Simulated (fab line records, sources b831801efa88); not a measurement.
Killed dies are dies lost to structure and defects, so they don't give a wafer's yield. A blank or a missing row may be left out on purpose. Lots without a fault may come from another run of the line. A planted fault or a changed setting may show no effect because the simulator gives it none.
One fault seen from 2 desks | flow gf180mcu | each desk has only its own numbers; what lay behind them comes last

THE TOOL OWNER'S DESK: rie_diel-04
The tool's own readings at GF_V5_ETCH_17 (etches SiO2 in C4F8/O2/Ar, stops on TiN, target depth 855 nm): means of the sampled wafers that have a number, for each lot that ran on this tool. A lot is out of limits, marked OUT, if its mean lies more than 4 standard deviations from the usual mean; the brackets give that distance.
Columns: A = oes_product_au at GF_V5_ETCH_17, usual 0.859 a.u.
lot  | first seen here | A
L503 | day 28 11:00    | 0.861
L504 | day 28 20:00    | 0.863
L505 | day 29 01:00    | 0.862
L511 | day 30 14:00    | 0.853
L510 | day 30 17:00    | 0.859
This desk's finding: nothing out of limits on any of the 5 lots.

THE METROLOGY DESK
What the gauges read, lot by lot, whatever tool the lot ran on: means of the sampled wafers that have a number. A lot is out of limits, marked OUT, if its mean lies more than 4 standard deviations from the usual mean; the brackets give that distance.
Columns: A = V5_W_RS at GF_V5_RS_MEAS_24, usual 0.327 ohm/sq
lot  | first seen here | A
L500 | day 27 07:36    | 0.329
L501 | day 27 15:55    | 0.327
L502 | day 28 08:53    | 0.331
L503 | day 28 12:01    | 0.323
L504 | day 28 21:25    | 0.326
L505 | day 29 02:02    | 0.329
L511 | day 30 14:56    | 0.326
L510 | day 30 18:14    | 0.327
L516 | day 31 22:45    | 0.328
L517 | day 32 11:47    | 0.333
L518 | day 32 19:13    | 0.331
L521 | day 33 07:25    | 0.328
This desk's finding: nothing out of limits on any of the 12 lots.

PUT TOGETHER
The tool owner's desk saw nothing out of limits.
The metrology desk saw nothing out of limits.

WHAT THE SIMULATOR HAD PUT IN
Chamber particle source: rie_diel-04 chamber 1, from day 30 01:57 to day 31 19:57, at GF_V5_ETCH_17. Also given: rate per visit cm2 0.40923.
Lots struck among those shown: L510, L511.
